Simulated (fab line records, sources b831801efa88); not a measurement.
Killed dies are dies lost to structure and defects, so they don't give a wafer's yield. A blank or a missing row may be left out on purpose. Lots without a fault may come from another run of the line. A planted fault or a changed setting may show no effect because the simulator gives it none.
Chamber matching | flow gf180mcu | GF_M5_ETCH_09 on rie_diel-02: 4 sister chambers
The step etches Si3N4 in CF4/O2, target depth 52 nm, time 11.6 s. 16 wafers are shown with their chamber, then 8 later ones without.

WAFERS WITH THEIR CHAMBER
wafer  | chamber | drypump_motor_current_A (A) | oes_product_au (a.u.) | throttle_valve_pct (%)
L501.3 | 3       | 6.2                         | 1.008                 | 5.992
L501.4 | 2       | 6.1                         | 0.998                 | 5.988
L501.5 | 2       | 6.1                         | 0.986                 | 5.981
L502.2 | 1       | 6.0                         | 0.983                 | 5.964
L502.5 | 3       | 6.2                         | 1.009                 | 5.978
L502.6 | 2       | 6.1                         | 0.994                 | 5.968
L505.2 | 3       | 6.2                         | 1.005                 | 5.978
L505.5 | 1       | 6.0                         | 0.986                 | 5.983
L505.6 | 2       | 6.1                         | 0.996                 | 5.974
L506.1 | 0       | 5.5                         | 0.999                 | 5.975
L506.3 | 1       | 6.0                         | 0.982                 | 5.959
L506.4 | 2       | 6.1                         | 0.996                 | 5.967
L507.1 | 3       | 6.2                         | 1.014                 | 5.975
L507.4 | 0       | 5.5                         | 0.988                 | 5.963
L507.6 | 1       | 5.9                         | 0.981                 | 5.967
L509.1 | 2       | 6.1                         | 0.993                 | 5.966

SIGNATURES (means of the wafers above)
reading                 | chamber 0 | chamber 1 | chamber 2 | chamber 3 | scatter within a chamber
drypump_motor_current_A | 5.500     | 5.975     | 6.100     | 6.200     | 0.025
oes_product_au          | 0.99350   | 0.98300   | 0.99383   | 1.00900   | 0.00414
throttle_valve_pct      | 5.96900   | 5.96825   | 5.97400   | 5.98075   | 0.00896
Rule: a wafer's distance from a chamber is the root of the sum, over the readings, of the square of ((its reading less the chamber's mean) divided by the reading's scatter). The wafer belongs to the nearest chamber; if the next one is less than 2 further off, it can't be placed. The scatter: the root of (the sum of the squares of (reading less its chamber's mean) over the shown wafers, divided by (wafers less chambers)).

WAFERS WITHOUT THEIR CHAMBER
wafer  | drypump_motor_current_A (A) | oes_product_au (a.u.) | throttle_valve_pct (%)
L509.2 | 5.5                         | 0.993                 | 5.974
L509.4 | 6.2                         | 1.006                 | 5.993
L513.3 | 5.9                         | 0.972                 | 5.972
L513.4 | 5.5                         | 0.986                 | 5.978
L513.5 | 6.1                         | 0.976                 | 5.964
L522.2 | 6.1                         | 0.993                 | 5.977
L522.3 | 5.9                         | 0.999                 | 5.957
L522.6 | 6.1                         | 0.984                 | 5.951

WHICH CHAMBER EACH WENT THROUGH
wafer  | from the rows above     | in truth
L509.2 | 0                       | 0
L509.4 | 3                       | 3
L513.3 | 1                       | 1
L513.4 | 0                       | 0
L513.5 | can't be placed: 2 or 1 | 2
L522.2 | 2                       | 2
L522.3 | 1                       | 1
L522.6 | can't be placed: 2 or 1 | 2
Placed correctly: 6 of 8. Can't be placed from these rows: 2 (the true chamber is among the candidates in 2). Placed wrongly: 0.
